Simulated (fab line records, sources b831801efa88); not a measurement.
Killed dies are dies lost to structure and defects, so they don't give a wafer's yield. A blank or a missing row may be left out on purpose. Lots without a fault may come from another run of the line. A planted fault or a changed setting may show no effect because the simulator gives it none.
Which tool did it? | flow gf180mcu | 13 lots, 39 wafers sampled, at 5 steps of a route of 602

WHAT THE GAUGES READ, wafer by wafer
GF_V5_OVL_MEAS_15.
lot  | measured     | on         | V5_OVL (nm)
L145 | day 27 08:34 | overlay-01 | -3 -3 -10
L146 | day 28 01:15 | overlay-02 | 5 9 13
L147 | day 28 05:05 | overlay-02 | 1 7 3
L148 | day 28 17:17 | overlay-02 | -17 -12 -16
L150 | day 29 04:57 | overlay-02 | 1 -3 -3
L151 | day 29 08:24 | overlay-01 | -3 1 7
L152 | day 29 14:02 | overlay-01 | -6 -1 -6
L154 | day 30 10:23 | overlay-02 | -9 -10 -3
L156 | day 30 21:55 | overlay-01 | 8 -1 -1
L157 | day 31 07:08 | overlay-01 | 1 -2 0
L161 | day 32 03:58 | overlay-02 | -3 -3 4
L163 | day 32 13:31 | overlay-02 | 4 0 -4
L167 | day 33 15:47 | overlay-01 | -19 -7 -10

GF_TOP_METAL_RS_MEAS_05: measures by four-point-probe.
lot  | measured     | on            | TOP_METAL_ALCU_RS (ohm/sq)
L145 | day 27 10:14 | film_metro-02 | 0.0331 0.0331 0.0332
L146 | day 28 03:10 | film_metro-04 | 0.0325 0.0326 0.0324
L147 | day 28 06:56 | film_metro-04 | 0.0334 0.0331 0.0330
L148 | day 28 18:55 | film_metro-04 | 0.0330 0.0326 0.0324
L150 | day 29 06:39 | film_metro-01 | 0.0330 0.0328 0.0327
L151 | day 29 10:03 | film_metro-04 | 0.0327 0.0328 0.0326
L152 | day 29 15:46 | film_metro-04 | 0.0331 0.0327 0.0328
L154 | day 30 12:10 | film_metro-04 | 0.0329 0.0328 0.0327
L156 | day 30 23:37 | film_metro-01 | 0.0333 0.0331 0.0330
L157 | day 31 08:47 | film_metro-04 | 0.0331 0.0334 0.0334
L161 | day 32 06:09 | film_metro-04 | 0.0323 0.0323 0.0322
L163 | day 32 15:14 | film_metro-04 | 0.0329 0.0331 0.0330
L167 | day 33 17:46 | film_metro-04 | 0.0335 0.0331 0.0330

GF_PASSIVATION_THK_MEAS_01.
lot  | measured     | on            | PASSIVATION_CVD_00_THK (nm)
L145 | day 28 07:53 | film_metro-03 | 1002 1012 1005
L146 | day 29 00:01 | film_metro-03 | 997 1021 1012
L147 | day 29 03:35 | film_metro-02 | 1003 1001 1017
L148 | day 29 14:45 | film_metro-03 | 997 1014 1002
L150 | day 30 02:23 | film_metro-01 | 991 1011 1015
L151 | day 30 05:55 | film_metro-02 | 990 992 1010
L152 | day 30 11:10 | film_metro-01 | 1014 1008 1020
L154 | day 31 07:14 | film_metro-01 | 992 978 1005
L156 | day 31 18:13 | film_metro-02 | 1010 1017 1014
L157 | day 32 02:44 | film_metro-03 | 1000 1001 1006
L161 | day 32 23:28 | film_metro-03 | 990 974 986
L163 | day 33 08:21 | film_metro-02 | 992 824 839
L167 | day 34 09:23 | film_metro-02 | 992 816 838

WHICH TOOL RAN EACH LOT (tool, then ch and the chambers of the sampled wafers, then the start)
lot  | GF_TOP_METAL_SPUTTER_00      | GF_PASSIVATION_CVD_00
L145 | pvd_sputter-02, day 27 09:57 | pecvd-03 ch 0,1,2, day 28 07:49
L146 | pvd_sputter-02, day 28 02:54 | pecvd-03 ch 0,1, day 28 23:55
L147 | pvd_sputter-03, day 28 06:43 | pecvd-03 ch 0,1, day 29 03:30
L148 | pvd_sputter-03, day 28 18:42 | pecvd-03 ch 0,2, day 29 14:40
L150 | pvd_sputter-04, day 29 06:22 | pecvd-04 ch 0,1,2, day 30 02:19
L151 | pvd_sputter-03, day 29 09:49 | pecvd-04 ch 0,1, day 30 05:49
L152 | pvd_sputter-03, day 29 15:33 | pecvd-03 ch 0,1,2, day 30 11:05
L154 | pvd_sputter-02, day 30 11:55 | pecvd-01 ch 0,1, day 31 07:08
L156 | pvd_sputter-03, day 30 23:22 | pecvd-03 ch 0,2, day 31 18:08
L157 | pvd_sputter-02, day 31 08:34 | pecvd-04 ch 0,1,2, day 32 02:40
L161 | pvd_sputter-04, day 32 05:56 | pecvd-01 ch 1,2, day 32 23:23
L163 | pvd_sputter-04, day 32 15:01 | pecvd-03 ch 1,2, day 33 08:17
L167 | pvd_sputter-03, day 33 17:32 | pecvd-03 ch 1,2, day 34 09:19
- GF_TOP_METAL_SPUTTER_00: material Ti, target thk 37.5 nm, time 150 s.
- GF_PASSIVATION_CVD_00: deposits SiO2 from TEOS, target thk 1000 nm, time 111.95 s.

WHAT THE TOOLS THEMSELVES READ (means of the sampled wafers that have a number; where no wafer has one, the mark that the record gives instead)
GF_TOP_METAL_SPUTTER_00.
lot  | tool           | throttle_valve_pct (%)
L145 | pvd_sputter-02 | 31.0
L146 | pvd_sputter-02 | 30.7
L147 | pvd_sputter-03 | 30.0
L148 | pvd_sputter-03 | 29.5
L150 | pvd_sputter-04 | 29.4
L151 | pvd_sputter-03 | 30.0
L152 | pvd_sputter-03 | 30.0
L154 | pvd_sputter-02 | 30.7
L156 | pvd_sputter-03 | 29.8
L157 | pvd_sputter-02 | 31.1
L161 | pvd_sputter-04 | 29.8
L163 | pvd_sputter-04 | 29.6
L167 | pvd_sputter-03 | 29.8

GF_PASSIVATION_CVD_00.
lot  | tool     | heater_power_w (W)
L145 | pecvd-03 | 641
L146 | pecvd-03 | 668
L147 | pecvd-03 | 681
L148 | pecvd-03 | 671
L150 | pecvd-04 | 749
L151 | pecvd-04 | 711
L152 | pecvd-03 | 660
L154 | pecvd-01 | 722
L156 | pecvd-03 | 646
L157 | pecvd-04 | 748
L161 | pecvd-01 | 744
L163 | pecvd-03 | 691
L167 | pecvd-03 | 669

THE ANSWER, worked out from the rows above alone
Rule: what is usual is taken from the lots themselves. Put in order of their means at a reading, lots are off if they are a third of the lots or fewer, leave a main group of 4 or more, and stand apart from it by a gap of 3 or more times the standard deviation of the main group's means; of several such gaps the widest counts. A main group whose means are all the same, to the digits that the tables above print for the reading, isn't used. A lot without any number at a reading at which 4 lots or more have one is off too. The other lots that the step has rows for count as sound. The gauges are gone through in route order, then the tools' own readings, and for those a lot's mean is taken as printed above. The first step at which some lot is off is used, and at that step the reading that is off furthest; a lot without a number counts as furthest.
Off: L163, L167, at GF_PASSIVATION_THK_MEAS_01 (PASSIVATION_CVD_00_THK). The main group: mean 1003 nm, standard deviation 8.9.
A tool fits if, at a process step before that reading, it ran every lot that is off, and no sound lot after the first of them. The gauges at GF_PASSIVATION_THK_MEAS_01 are tried like those tools. Can't be told from this: 2 tools fit, pecvd-03 at GF_PASSIVATION_CVD_00, film_metro-02 at GF_PASSIVATION_THK_MEAS_01.

WHAT THE SIMULATOR HAD PUT IN
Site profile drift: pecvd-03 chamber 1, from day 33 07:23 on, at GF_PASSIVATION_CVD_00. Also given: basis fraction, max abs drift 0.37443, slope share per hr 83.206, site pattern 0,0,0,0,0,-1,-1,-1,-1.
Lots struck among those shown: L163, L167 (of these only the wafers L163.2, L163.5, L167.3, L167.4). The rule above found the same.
